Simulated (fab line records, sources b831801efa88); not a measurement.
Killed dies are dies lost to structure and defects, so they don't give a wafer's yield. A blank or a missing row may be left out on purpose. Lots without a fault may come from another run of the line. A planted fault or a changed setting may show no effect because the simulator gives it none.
A struck lot beside a sound one | flow gf180mcu | 16 steps out of a route of 602
Sound: wafers L338.2, L338.3, L338.5. Struck: wafers L347.1, L347.2, L347.4. The cause comes at the end.
At each step with rows: each side's tool, then ch and its chambers, then its first start. Under that, the readings that differ: sound wafers | struck wafers | difference of the means | sigmas: that difference in standard deviations of wafers without a fault.
alike: readings whose means differ by less than 2 such deviations, and words and numbers that are the same on both sides. not compared: withheld readings, readings that some wafer has no value for, bounds like >300 that may hide the same value, and numbers for which the record gives no deviation and whose values overlap.
The two part at a step that has a row with sigmas, a row that says differs or no value, or rows on one side only. Numbers that don't overlap but have no deviation are shown without sigmas and don't part them. A reading that every wafer of one side lacks parts them only if that side has two wafers or more.

GF_TOP_METAL_SPUTTER_04: material TiN, target thk 25 nm, time 20.8 s.
  sound on pvd_sputter-02, day 28 17:39; struck on pvd_sputter-04, day 31 10:08
  alike: throttle_valve_pct
GF_TOP_METAL_RS_MEAS_05: measures by four-point-probe.
  sound on film_metro-02, day 28 17:42; struck on film_metro-03, day 31 10:10
  alike: TOP_METAL_ALCU_RS
GF_TOP_METAL_THK_MEAS_06: measures by xrf.
  sound on film_metro-02, day 28 17:49; struck on film_metro-03, day 31 10:17
  alike: TOP_METAL_ALCU_THK
then, 7 steps without rows for these wafers: GF_TOP_METAL_DEHYDRATE_07 (time 60 s); GF_TOP_METAL_HMDS_08 (prime time 60 s); GF_TOP_METAL_COAT_09 (resist thk 1500 nm); GF_TOP_METAL_SOFTBAKE_10 (time 60 s); GF_TOP_METAL_EXPOSE_11 (exposes mask MetalTop, target cd 440 nm); GF_TOP_METAL_PEB_12; GF_TOP_METAL_DEVELOP_13 (develop time 60 s).
GF_TOP_METAL_CD_MEAS_14: target cd 440 nm.
  sound on cd_sem-02, day 29 13:04; struck on cd_sem-01, day 32 02:45
  alike: cd_nm
GF_TOP_METAL_OVL_MEAS_15:
  sound on overlay-01, day 29 13:10; struck on overlay-01, day 32 02:52
  alike: TOP_METAL_OVL
GF_TOP_METAL_METAL_ETCH_16: etches the open film in Cl2/BCl3, stops on SiO2, target depth 1197 nm, time 199.5 s.
  sound on rie_metal-02 ch 0, day 29 13:12; struck on rie_metal-02 ch 1, day 32 02:54
  no value came back on the struck wafers for any of 5 readings (bcl3_flow_sccm (sccm), bias_w (W) and others); on the sound wafers bcl3_flow_sccm (sccm) reads 39.98 39.86 40.10
  reading                                        | sound          | struck         | difference | sigmas
  model.NOVOLAK_of_TOP_METAL_COAT_09.thk_nm (nm) | 1036 1029 1031 | 1506 1506 1500 | +472       |
  not compared: rf_hours_counter_h
GF_TOP_METAL_STRIP_17: strips in O2/N2.
  sound on plasma_asher-03 ch 0,1, day 29 13:23; struck on plasma_asher-02 ch 0,1, day 32 03:17
  reading                      | sound             | struck            | difference | sigmas
  heater_power_w (W)           | 279 290 280       | 322 333 310       | +39        | +2
  strip_time_to_endpoint_s (s) | 13.09 13.01 13.04 | 18.29 18.29 18.23 | +5.22      | +47
  alike: drypump_motor_current_A, oes_product_au, platen_temp_c
  not compared: rf_hours_counter_h
then, 1 step without rows for these wafers: GF_TOP_METAL_STRIP_18 (strips in post etch residue remover, time 1200 s).
GF_PASSIVATION_PROBE_99:
  the record has rows for the struck wafers here (prober-01, day 32 22:33) and none for the sound ones

WHERE THEY PART
First at GF_TOP_METAL_METAL_ETCH_16; last, within this record, at GF_PASSIVATION_PROBE_99.

WHY: what the simulator had put in
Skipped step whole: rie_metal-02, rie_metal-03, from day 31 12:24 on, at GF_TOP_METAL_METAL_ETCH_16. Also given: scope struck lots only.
